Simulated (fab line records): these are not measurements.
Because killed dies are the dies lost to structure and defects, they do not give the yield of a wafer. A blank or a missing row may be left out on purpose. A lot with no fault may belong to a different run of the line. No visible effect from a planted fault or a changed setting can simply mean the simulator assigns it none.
Struck lot and sound lot, side by side | flow sky130 | 34 out of 708 route steps
Sound: wafers L382.1, L382.3, L382.6. Wafers struck: L375.2, L375.4, L375.5. The cause comes at the end.
Each step with rows lists, per side, the tool, then ch with its chambers, then its first start. Under that, the readings that differ: sound wafers | struck wafers | difference of the means | sigmas: that difference in standard deviations of wafers without a fault.
alike: a reading whose means differ by less than 2 such deviations, as well as words and numbers matching on both sides. not compared: withheld readings; readings where some wafer has no value; bounds like >300 that might hide an equal value; numbers whose values overlap and for which the record gives no deviation.
Wherever a step has rows on one side only, a row that says differs or no value, or a row with sigmas, the two part there. Numbers that have no deviation but don't overlap get no sigmas and don't part them. Lack of a reading on every wafer of one side parts them only where that side has two or more wafers.

first, 5 steps without rows for these wafers: SKY_VT_ADJUST_HVTR_COAT_02 (resist thk 1140 nm); SKY_VT_ADJUST_HVTR_SOFTBAKE_03 (time 60 s); SKY_VT_ADJUST_HVTR_EXPOSE_04 (exposes mask HVTRM, target cd 380 nm); SKY_VT_ADJUST_HVTR_PEB_05; SKY_VT_ADJUST_HVTR_DEVELOP_06 (develop time 60 s).
SKY_VT_ADJUST_HVTR_CD_MEAS_07: target cd 380 nm.
  sound on cd sem-01 at day 13 13:44; struck on cd sem-02 at day 11 20:25
  reading    | sound       | struck      | difference | sigmas
  cd nm (nm) | 386 386 385 | 379 376 378 | -8         | -2
SKY_VT_ADJUST_HVTR_OVL_MEAS_08:
  sound on overlay-01 at day 13 13:52; struck on overlay-01 at day 11 20:32
  alike: VT_ADJUST_HVTR_OVL
then, 1 step without rows for these wafers: SKY_VT_ADJUST_HVTR_IMPLANT_09.
SKY_VT_ADJUST_HVTR_STRIP_10: strips in O2/N2.
  sound on plasma asher-01 ch 0,1, day 13 14:03; struck on plasma asher-03 ch 0,1, day 11 20:43
  alike: drypump motor current A, oes product au, strip time to endpoint s
  not compared: rf hours counter h
SKY_VT_ADJUST_HVTR_TW_MEAS_11:
  sound on film metro-03 at day 13 14:09; struck on film metro-02 at day 11 20:49
  alike: VT_ADJUST_HVTR_TW
then, 2 steps without rows for these wafers: SKY_VT_ADJUST_PCH_DEHYDRATE_00 (time 60 s); SKY_VT_ADJUST_PCH_HMDS_01 (prime time 60 s).
SKY_VT_ADJUST_PCH_COAT_02: resist thk 3000 nm.
  sound on litho track-04 ch 0, day 14 02:59; struck on litho track-04, day 12 08:49
  no value came back on the struck wafers for chill plate temp C (C), dispense pressure kPa (kPa); on the sound wafers chill plate temp C (C) reads 22.87 22.84 22.76
then, 4 steps without rows for these wafers: SKY_VT_ADJUST_PCH_SOFTBAKE_03; SKY_VT_ADJUST_PCH_EXPOSE_04 (exposes mask NWM, target cd 840 nm); SKY_VT_ADJUST_PCH_PEB_05; SKY_VT_ADJUST_PCH_DEVELOP_06 (develop time 60 s).
SKY_VT_ADJUST_PCH_OVL_MEAS_07:
  sound on overlay-01 at day 14 16:11; struck on overlay-01 at day 12 21:53
  reading                | sound         | struck | difference                    | sigmas
  VT_ADJUST_PCH_OVL (nm) | 0.7 -0.9 -0.6 | - - -  | no value on the struck wafers |
then, 1 step without rows for these wafers: SKY_VT_ADJUST_PCH_IMPLANT_08.
SKY_VT_ADJUST_PCH_STRIP_09: strips in O2/N2.
  sound on plasma asher-01 ch 0,1, day 14 16:23; struck on plasma asher-01 ch 0,1, day 12 22:04
  no value came back on the struck wafers for oes product au (a.u.), strip time to endpoint s (s); on the sound wafers oes product au (a.u.) reads 0.715 0.713 0.722
  alike: drypump motor current A
  not compared: rf hours counter h
SKY_VT_ADJUST_PCH_TW_MEAS_10:
  sound on film metro-03 at day 14 16:29; struck on film metro-03 at day 12 22:11
  alike: VT_ADJUST_PCH_TW
then, 7 steps without rows for these wafers: SKY_SONOS_TUNNEL_DEHYDRATE_00 (time 60 s); SKY_SONOS_TUNNEL_HMDS_01 (prime time 60 s); SKY_SONOS_TUNNEL_COAT_02 (resist thk 1140 nm); SKY_SONOS_TUNNEL_SOFTBAKE_03 (time 60 s); SKY_SONOS_TUNNEL_EXPOSE_04 (exposes mask TUNM, target cd 410 nm); SKY_SONOS_TUNNEL_PEB_05; SKY_SONOS_TUNNEL_DEVELOP_06 (develop time 60 s).
SKY_SONOS_TUNNEL_CD_MEAS_07: target cd 410 nm.
  sound on cd sem-01 at day 15 19:53; struck on cd sem-02 at day 13 23:43
  alike: cd nm
SKY_SONOS_TUNNEL_OVL_MEAS_08:
  sound on overlay-02 at day 15 20:01; struck on overlay-02 at day 13 23:49
  alike: SONOS_TUNNEL_OVL
then, 3 steps without rows for these wafers: SKY_SONOS_TUNNEL_IMPLANT_09; SKY_SONOS_TUNNEL_WET_ETCH_10 (etches SiO2 in dHF, target depth 14 nm, time 280 s); SKY_SONOS_TUNNEL_STRIP_11 (strips in SPM, time 600 s).
SKY_SONOS_TUNNEL_TW_MEAS_12:
  sound on film metro-02 at day 15 20:29; struck on film metro-04 at day 14 00:31
  reading         | sound             | struck            | difference | sigmas
  SONOS_TUNNEL_TW | 194.9 194.2 194.1 | 207.8 208.1 208.7 | +13.8      | +7
  not compared: hold

WHERE THEY PART
Last at SKY_SONOS_TUNNEL_TW_MEAS_12 as far as this record goes, first at SKY_VT_ADJUST_HVTR_CD_MEAS_07.

WHY: what had been put in by the simulator
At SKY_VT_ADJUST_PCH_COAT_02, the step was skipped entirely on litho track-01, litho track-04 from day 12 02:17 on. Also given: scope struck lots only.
